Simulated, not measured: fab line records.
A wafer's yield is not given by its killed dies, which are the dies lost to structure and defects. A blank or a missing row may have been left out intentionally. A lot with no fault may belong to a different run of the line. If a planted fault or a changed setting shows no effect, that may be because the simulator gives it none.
A struck lot beside a sound one :: flow sky130 :: 45 out of 708 route steps
Sound: the wafers L304.3, L304.4, L304.6. Wafers L312.1, L312.4, L312.5 were the ones struck. The cause is named last.
At each step with rows: each side's tool, then ch and its chambers, then its first start. Under that, the readings that differ: sound wafers :: struck wafers :: difference of the means :: sigmas: that difference in standard deviations of wafers without a fault.
alike: readings whose means differ by less than 2 such deviations, and words and numbers that are the same on both sides. not compared: withheld readings, readings that some wafer has no value for, bounds like >300 that may hide the same value, and numbers for which the record gives no deviation and whose values overlap.
The two part at a step that has a row with sigmas, a row that says differs or no value, or rows on one side only. Non-overlapping numbers with no deviation appear without sigmas and do not part them. A reading missing from all wafers of one side parts the sides only when that side holds two or more wafers.

first, 1 step without rows for these wafers: SKY_FIELD_ISO_CVD_24 (deposits SiO2, target thk 595 nm, time 99.2 s).
SKY_FIELD_ISO_THK_MEAS_25:
  sound: film-metro-03 at day 2 22:07; struck: film-metro-04 at day 4 20:52
  alike: FIELD_ISO_CVD_24_THK
then, 1 step without rows for these wafers: SKY_FIELD_ISO_ANNEAL_26 (time 1800 s).
SKY_FIELD_ISO_CMP_27: polishes, stops on Si3N4, t overpolish 16 s, target thk 457.8 nm.
  sound on cmp-02 ch 0,1,2, day 3 00:51; struck on cmp-02 ch 0,1,3, day 4 22:29
  alike: motor-current-A, overpolish-run-s, time-to-endpoint-s
then, 5 steps without rows for these wafers: SKY_FIELD_ISO_WET_ETCH_28 (etches SiO2 in dHF, target depth 23.7 nm, time 47 s); SKY_FIELD_ISO_WET_ETCH_29 (etches Si3N4 in H3PO4, target depth 160 nm, time 1825 s); SKY_FIELD_ISO_WET_ETCH_30 (etches SiO2 in dHF, target depth 25 nm, time 50 s); SKY_NWELL_CLEAN_00 (cleans in SC1/SC2, time 150 s); SKY_NWELL_OXIDATION_01 (stabilise 600 s, purge 300 s, target thk 10 nm).
SKY_NWELL_THK_MEAS_02:
  sound: film-metro-02 at day 3 03:11; struck: film-metro-02 at day 5 01:05
reading: NWELL_OXIDATION_THK (nm)
sound: 9.91 10.00 10.12
struck: 10.33 10.36 10.42
difference: +0.36
sigmas: +2
then, 2 steps without rows for these wafers: SKY_DNWELL_DEHYDRATE_00 (time 60 s); SKY_DNWELL_HMDS_01 (prime time 60 s).
SKY_DNWELL_COAT_02: resist thk 3000 nm.
  sound on litho-track-03 ch 0, day 3 10:34; struck on litho-track-03 ch 0, day 5 09:58
reading: model.coat_of_DNWELL_COAT_02.thk-nm (nm)
sound: 3011 3020 3018
struck: 1302 1299 1304
difference: -1715
sigmas: 
  alike: chill-plate-temp-C
then, 3 steps without rows for these wafers: SKY_DNWELL_SOFTBAKE_03; SKY_DNWELL_EXPOSE_04 (exposes mask DNM, target cd 3000 nm); SKY_DNWELL_PEB_05.
SKY_DNWELL_DEVELOP_06: develop time 60 s.
  sound: litho-track-01 ch 0; struck: litho-track-01 ch 0
reading: model.coat_of_DNWELL_COAT_02.thk-nm (nm)
sound: 3006 3015 3013
struck: 1298 1295 1300
difference: -1714
sigmas: 
  alike: chill-plate-temp-C
next, for these wafers, 1 step has no rows: SKY_DNWELL_IMPLANT_07.
SKY_DNWELL_STRIP_08: strips in O2/N2.
  sound on plasma-asher-03 ch 0,1, day 3 19:20; struck on plasma-asher-04 ch 1, day 5 18:57
reading: strip-time-to-endpoint-s (s)
sound: 37.05 37.15 37.13
struck: 17.05 17.01 17.08
difference: -20.06
sigmas: -99 or more
  alike: drypump-motor-current-A, o2-flow-sccm, oes-product-au
  not compared: rf-hours-counter-h
SKY_DNWELL_TW_MEAS_09:
  sound: film-metro-02 at day 3 19:25; struck: film-metro-02 at day 5 19:03
  alike: DNWELL_TW
then, 7 steps without rows for these wafers: SKY_PWDE_DEHYDRATE_00 (time 60 s); SKY_PWDE_HMDS_01 (prime time 60 s); SKY_PWDE_COAT_02 (resist thk 3000 nm); SKY_PWDE_SOFTBAKE_03; SKY_PWDE_EXPOSE_04 (exposes mask PWDEM, target cd 840 nm); SKY_PWDE_PEB_05; SKY_PWDE_DEVELOP_06 (develop time 60 s).
SKY_PWDE_OVL_MEAS_07:
  sound: overlay-02 at day 4 10:46; struck: overlay-01 at day 6 13:43
reading: PWDE_OVL (nm)
sound: 4.5 3.6 4.4
struck: -1.0 0.1 -0.4
difference: -4.6
sigmas: -3
next, for these wafers, 1 step has no rows: SKY_PWDE_IMPLANT_08.
SKY_PWDE_STRIP_09: strips in O2/N2.
  sound on plasma-asher-03 ch 0,1, day 4 10:59; struck on plasma-asher-03 ch 1, day 6 13:54
reading: o2-flow-sccm (sccm)
sound: 2991 2988 2989
struck: 3018 3016 3008
difference: +25
sigmas: +2
  alike: drypump-motor-current-A, oes-product-au, strip-time-to-endpoint-s
  not compared: rf-hours-counter-h
SKY_PWDE_TW_MEAS_10:
  sound: film-metro-02 at day 4 11:04; struck: film-metro-01 at day 6 14:00
reading: PWDE_TW
sound: 376.1 376.2 377.7
struck: 1020.3 1024.3 1018.1
difference: +644.2
sigmas: +99 or more
then, 7 steps without rows for these wafers: SKY_NWELL_DEHYDRATE_03 (time 60 s); SKY_NWELL_HMDS_04 (prime time 60 s); SKY_NWELL_COAT_05 (resist thk 3000 nm); SKY_NWELL_SOFTBAKE_06; SKY_NWELL_EXPOSE_07 (exposes mask NWM, target cd 840 nm); SKY_NWELL_PEB_08; SKY_NWELL_DEVELOP_09 (develop time 60 s).
SKY_NWELL_OVL_MEAS_10:
  sound: overlay-01 at day 5 04:55; struck: overlay-02 at day 7 08:16
  alike: NWELL_00_OVL
then, 3 steps without rows for these wafers: SKY_NWELL_IMPLANT_11; SKY_NWELL_IMPLANT_12; SKY_NWELL_IMPLANT_13.
SKY_NWELL_TW_MEAS_15:
  sound: film-metro-02 at day 5 05:31; struck: film-metro-02 at day 7 08:51
reading: NWELL_TW
sound: 1817 1818 1815
struck: 1910 1917 1910
difference: +96
sigmas: +11
SKY_NWELL_TW_MEAS_26:
  sound: film-metro-02 at day 5 23:43; struck: film-metro-02 at day 8 04:50
reading: NWELL_2_TW
sound: 492.4 495.3 493.4
struck: 1044.4 1039.6 1033.5
difference: +545.5
sigmas: +99 or more
-- the record jumps here: 41 days lie between the struck wafers' starts before and after (it left off in module NWELL and takes up again in module PAD_OPEN, whose first step shown is number 708 of the route) --
SKY_PAD_OPEN_PROBE_99:
  sound: prober-02 at day 46 06:55; struck: prober-01 at day 49 00:25
reading: model.etest.nfet_16v.r-on-ohm-um
sound: 1.402e+04 1.396e+04 1.388e+04
struck: 1.295e+04 1.297e+04 1.299e+04
difference: -9.833e+02
sigmas: 

reading: model.etest.pfet-g5v0d10v5.r-on-ohm-um
sound: 4748 4706 4768
struck: 4993 5084 5006
difference: +287
sigmas: 

reading: model.etest.tip_p_5v.rs-ohm-sq
sound: 2856 2835 2846
struck: 3035 3027 3044
difference: +190
sigmas: 

reading: model.etest.tip-p.rs-ohm-sq
sound: 6823 6785 6814
struck: 6923 6986 6896
difference: +128
sigmas: 

reading: model.etest.res-deep-nwell.width-nm (nm)
sound: 2989 2980 2994
struck: 3141 3148 3161
difference: +162
sigmas: 

reading: model.etest.tip-sonos.rs-ohm-sq
sound: 2606 2582 2569
struck: 2470 2514 2501
difference: -91
sigmas: 

reading: model.etest.tip_n_5v.rs-ohm-sq
sound: 1383 1384 1388
struck: 1322 1319 1316
difference: -66
sigmas: 

reading: model.etest.nfet_05v0_nvt.drive-ua-um
sound: 582.3 580.7 575.8
struck: 636.5 627.2 634.7
difference: +53.2
sigmas: 
  alike: killed_at_M0_to_M3, killed_at_M4_up, killed-at-contacts, killed-at-front-end, killed-at-other, killed-dies, killed-open, killed-short

== WHERE THEY PART ==
At SKY_NWELL_THK_MEAS_02 first; at SKY_NWELL_TW_MEAS_26 last (within this record only). Later steps at which nothing parts them and some readings are alike: SKY_PAD_OPEN_PROBE_99.

WHY: whatever the simulator had introduced
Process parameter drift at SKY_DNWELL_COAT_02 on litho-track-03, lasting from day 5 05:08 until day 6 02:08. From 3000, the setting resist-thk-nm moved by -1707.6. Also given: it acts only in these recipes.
